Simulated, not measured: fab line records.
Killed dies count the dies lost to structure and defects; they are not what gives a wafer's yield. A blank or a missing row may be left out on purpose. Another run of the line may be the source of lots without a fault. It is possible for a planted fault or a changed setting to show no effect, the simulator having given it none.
A single fault, viewed from 2 desks    flow gf180mcu    every desk sees just its own numbers, and what lay behind them comes last

## METROLOGY DESK
What the gauges read for every lot (on any tool): the sampled wafers with a number, averaged. Marked OUT: a lot whose mean sits more than 4 standard deviations from the usual mean, which makes it out of limits; the brackets give that distance.
Columns: A = M4_OVL at GF_M4_OVL_MEAS_15, usual 1 nm
lot   first seen here  A
L839  day 23 08:03     0
L840  day 24 02:50     1
L841  day 24 09:16     7
L842  day 24 16:45     4
L843  day 24 20:20     4
L844  day 25 03:32     -3
L846  day 26 03:44     -4
L851  day 27 13:18     -1
L853  day 28 04:38     -7
L858  day 29 15:11     1
L859  day 29 19:42     3
L860  day 30 02:35     6
L861  day 30 13:15     -4
Finding of this desk: none of the 13 lots has anything out of limits.

## TOOL OWNER'S DESK, pvd sputter-02
The tool's own readings at GF_M4_SPUTTER_03 (material Ti, target thk 10 nm, time 6.7 s): means of the sampled wafers that have a number, for each lot that ran on this tool. Marked OUT: a lot whose mean sits more than 4 standard deviations from the usual mean, which makes it out of limits; the brackets give that distance.
Columns: A = cathode dc power W at GF_M4_SPUTTER_03, usual 3000.0 W; B = chamber pressure pa at GF_M4_SPUTTER_03, usual 0.3000 Pa; C = throttle valve pct at GF_M4_SPUTTER_03, usual 30.1 %
lot   first seen here  A                         B       C
L844  day 24 05:45     3000.2                    0.2992  30.0
L846  day 25 06:56     3000.0                    0.2997  29.7
L851  day 26 17:04     2830.4 (-99 or more) OUT  0.2995  29.2
L853  day 27 08:44     2830.5 (-99 or more) OUT  0.2998  29.7
Finding of this desk: L851, L853 out of limits; the first was L851 at day 26 17:04, on cathode dc power W at GF_M4_SPUTTER_03. Within limits: L844, L846.

## BROUGHT TOGETHER
The tool owner's desk could have raised an alarm at day 26 17:04, on L851, L853.
Metrology desk: nothing out of limits seen.
The metrology desk has L851, L853 on record, within its limits.
GF_M4_SPUTTER_03 was run on pvd sputter-02 by each of the lots named.

## WHAT THE SIMULATOR HAD PUT IN
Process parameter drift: pvd sputter-02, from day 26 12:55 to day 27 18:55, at GF_M4_SPUTTER_03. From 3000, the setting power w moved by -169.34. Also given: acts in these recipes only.
Shown lots that were struck: L851, L853.
How many hours passed from the start of the fault until each desk's first out-of-limits reading: the tool owner's desk, 4.
